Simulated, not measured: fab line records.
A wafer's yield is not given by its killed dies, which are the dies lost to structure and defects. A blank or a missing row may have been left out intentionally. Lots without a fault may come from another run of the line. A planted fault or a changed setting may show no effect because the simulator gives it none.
Which tool is to blame? -- flow sky130 -- Sampling: 13 lots, 36 wafers, 6 of 708 route steps

WHAT THE GAUGES SHOWED, per wafer
SKY_FIELD_ISO_THK_MEAS_25.
lot,measured,on,FIELD_ISO_CVD_24_THK (nm)
L822,day 2 17:19,filmMetro-04,586 588 587
L826,day 3 17:06,filmMetro-04,600 607 603
L827,day 4 02:37,filmMetro-04,597 603 599
L828,day 4 02:42,filmMetro-03,602 601 599
L829,day 4 11:09,filmMetro-03,591 590 584
L830,day 4 11:14,filmMetro-04,587 597 594
L831,day 4 20:59,filmMetro-04,597 599 594
L832,day 4 20:59,filmMetro-01,592 603 592
L833,day 5 02:39,filmMetro-01,596 594 593
L836,day 5 12:35,filmMetro-03,591 602 594
L838,day 6 03:40,filmMetro-03,597 588 691 597 588 692
L841,day 6 14:36,filmMetro-04,604 688 604 688
L843,day 7 03:19,filmMetro-04,688 688

SKY_DNWELL_TW_MEAS_09.
lot,measured,on,DNWELL_TW
L822,day 4 02:55,filmMetro-02,1109 1109 1105
L826,day 5 00:57,filmMetro-02,1117 1116 1115
L827,day 5 10:03,filmMetro-04,1127 1135 1126
L828,day 5 10:09,filmMetro-03,1108 1115 1105
L829,day 5 17:34,filmMetro-02,1110 1111 1106
L830,day 5 16:22,filmMetro-03,1104 1100 1102
L831,day 5 23:02,filmMetro-04,1132 1134 1139
L832,day 5 23:49,filmMetro-02,1114 1104 1102
L833,day 6 02:24,filmMetro-04,1133 1135 1129
L836,day 6 11:19,filmMetro-04,1134 1131 1131
L838,day 7 04:25,filmMetro-03,1104 1108 1107
L841,day 7 15:31,filmMetro-02,1107 1109
L843,day 8 04:00,filmMetro-04,1123

SKY_NWELL_TW_MEAS_26.
lot,measured,on,NWELL_2_TW
L822,day 6 05:35,filmMetro-04,505 507 507
L826,day 7 10:29,filmMetro-03,493 496 492
L827,day 7 21:56,filmMetro-04,505 507 506
L828,day 7 22:11,filmMetro-03,494 495 493
L829,day 8 05:56,filmMetro-03,496 496 497
L830,day 8 04:36,filmMetro-04,503 505 504
L831,day 8 10:18,filmMetro-03,494 494 493
L832,day 8 12:24,filmMetro-02,497 496 498
L833,day 8 15:59,filmMetro-03,495 496 498
L836,day 9 01:51,filmMetro-03,496 492 493
L838,day 9 20:18,filmMetro-02,495 495 495
L841,day 10 07:39,filmMetro-04,504 506
L843,day 10 22:56,filmMetro-03,494

WHICH TOOL RAN EACH LOT (tool, then ch and the chambers of the sampled wafers, then the start)
lot,SKY_FIELD_ISO_CVD_24,SKY_FIELD_ISO_CMP_27,SKY_NWELL_STRIP_25
L822,"hdpcvd-02 ch 0,2, day 2 17:14","cmp-01 ch 0,3, day 3 03:13","plasmaAsher-03 ch 0, day 6 05:29"
L826,"hdpcvd-02 ch 0,2, day 3 16:58","cmp-01 ch 0,3, day 4 01:23","plasmaAsher-01 ch 0,1, day 7 10:23"
L827,"hdpcvd-02 ch 0,1,2, day 4 02:33","cmp-02 ch 0,1,3, day 4 09:56","plasmaAsher-01 ch 0,1, day 7 21:50"
L828,"hdpcvd-02 ch 0,2, day 4 02:37","cmp-01 ch 0,1, day 4 10:07","plasmaAsher-04 ch 0,1, day 7 22:05"
L829,"hdpcvd-02 ch 0,1, day 4 11:04","cmp-01 ch 1,2,3, day 4 18:12","plasmaAsher-04 ch 0,1, day 8 05:50"
L830,"hdpcvd-02 ch 1,2, day 4 11:08","cmp-02 ch 0,2,3, day 4 18:18","plasmaAsher-03 ch 0,1, day 8 04:31"
L831,"hdpcvd-02 ch 0,1,2, day 4 20:53","cmp-01 ch 0,1,2, day 5 01:11","plasmaAsher-04 ch 0,1, day 8 10:13"
L832,"hdpcvd-01 ch 0,1,2, day 4 20:54","cmp-02 ch 0,1, day 5 01:05","plasmaAsher-01 ch 0,1, day 8 12:19"
L833,"hdpcvd-01 ch 1,2, day 5 02:35","cmp-02 ch 0,2,3, day 5 05:23","plasmaAsher-01 ch 0,1, day 8 15:53"
L836,"hdpcvd-01 ch 0,1,2, day 5 12:29","cmp-01 ch 0,1,2, day 5 14:17","plasmaAsher-03 ch 0,1, day 9 01:46"
L838,"hdpcvd-02 ch 0,1,2, day 6 03:35","cmp-01 ch 1,2,3, day 6 10:12","plasmaAsher-04 ch 0,1, day 9 20:13"
L841,"hdpcvd-02 ch 0,1, day 6 14:31","cmp-02 ch 0,1, day 6 21:38","plasmaAsher-03 ch 1, day 10 07:32"
L843,"hdpcvd-02 ch 1, day 7 03:13","cmp-01 ch 3, day 7 07:41","plasmaAsher-01 ch 1, day 10 22:51"
- SKY_FIELD_ISO_CVD_24: deposits SiO2, target thk 595 nm, time 99.2 s.
- SKY_FIELD_ISO_CMP_27: polishes, stops on Si3N4, t overpolish 16 s, target thk 457.8 nm.
- SKY_NWELL_STRIP_25: strips in O2/N2.

WHAT THE TOOLS THEMSELVES READ (means of the sampled wafers that have a number; where no wafer has one, the mark that the record gives instead)
SKY_FIELD_ISO_CMP_27.
lot,tool,motorCurrentA (A),timeToEndpointS (s)
L822,cmp-01,8.9,115
L826,cmp-01,9.4,114
L827,cmp-02,11.1,113
L828,cmp-01,11.4,109
L829,cmp-01,11.8,111
L830,cmp-02,12.6,108
L831,cmp-01,11.5,111
L832,cmp-02,11.3,113
L833,cmp-02,12.9,107
L836,cmp-01,11.2,114
L838,cmp-01,11.9,122
L841,cmp-02,11.3,122
L843,cmp-01,9.9,131

SKY_NWELL_STRIP_25.
lot,tool,drypumpMotorCurrentA (A),oesProductAu (a.u.),stripTimeToEndpointS (s)
L822,plasmaAsher-03,6.1,0.725,36.93
L826,plasmaAsher-01,5.6,0.723,37.12
L827,plasmaAsher-01,5.5,0.725,37.18
L828,plasmaAsher-04,5.5,0.726,37.00
L829,plasmaAsher-04,5.7,0.718,36.96
L830,plasmaAsher-03,6.0,0.721,37.03
L831,plasmaAsher-04,5.5,0.725,36.91
L832,plasmaAsher-01,5.9,0.723,36.98
L833,plasmaAsher-01,5.9,0.728,37.05
L836,plasmaAsher-03,5.8,0.726,37.14
L838,plasmaAsher-04,5.5,0.725,37.01
L841,plasmaAsher-03,5.6,0.727,36.89
L843,plasmaAsher-01,6.2,0.722,37.13

THE ANSWER, worked out from the rows above alone
Rule: what is usual is taken from the lots themselves. The widest of any qualifying gaps counts: lots, ordered by their means at a reading, are off when they make up no more than a third of the lots, leave a main group of 4 or more, and stand apart from it by 3 or more times the standard deviation of that group's means. Not used: any main group whose means are identical at the precision the tables above print for the reading. A lot without any number at a reading at which 4 lots or more have one is off too. The other lots that the step has rows for count as sound. Order of review: gauges by route order, followed by the tools' own readings, for which a lot's mean as printed above is used. At the first step where some lot is off, the reading lying furthest off is the one used; lots without a number count as furthest.
Off: L838, L841, L843, at SKY_FIELD_ISO_THK_MEAS_25 (FIELD_ISO_CVD_24_THK). Main group: mean 595 nm, sd 4.9.
If a tool, at a process step before that reading, ran all the lots that are off and no sound lot after the first of them, it fits. Gauges at SKY_FIELD_ISO_THK_MEAS_25: tried the same way as those tools. One candidate fits, namely hdpcvd-02 at SKY_FIELD_ISO_CVD_24. Its last sound lot is L831 (day 4 20:53), its first lot that is off L838 (day 6 03:35): a fault that began between those two fits.

WHAT THE SIMULATOR PUT IN
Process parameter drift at SKY_FIELD_ISO_CVD_24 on hdpcvd-02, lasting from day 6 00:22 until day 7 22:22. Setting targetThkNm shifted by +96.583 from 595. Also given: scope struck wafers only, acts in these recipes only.
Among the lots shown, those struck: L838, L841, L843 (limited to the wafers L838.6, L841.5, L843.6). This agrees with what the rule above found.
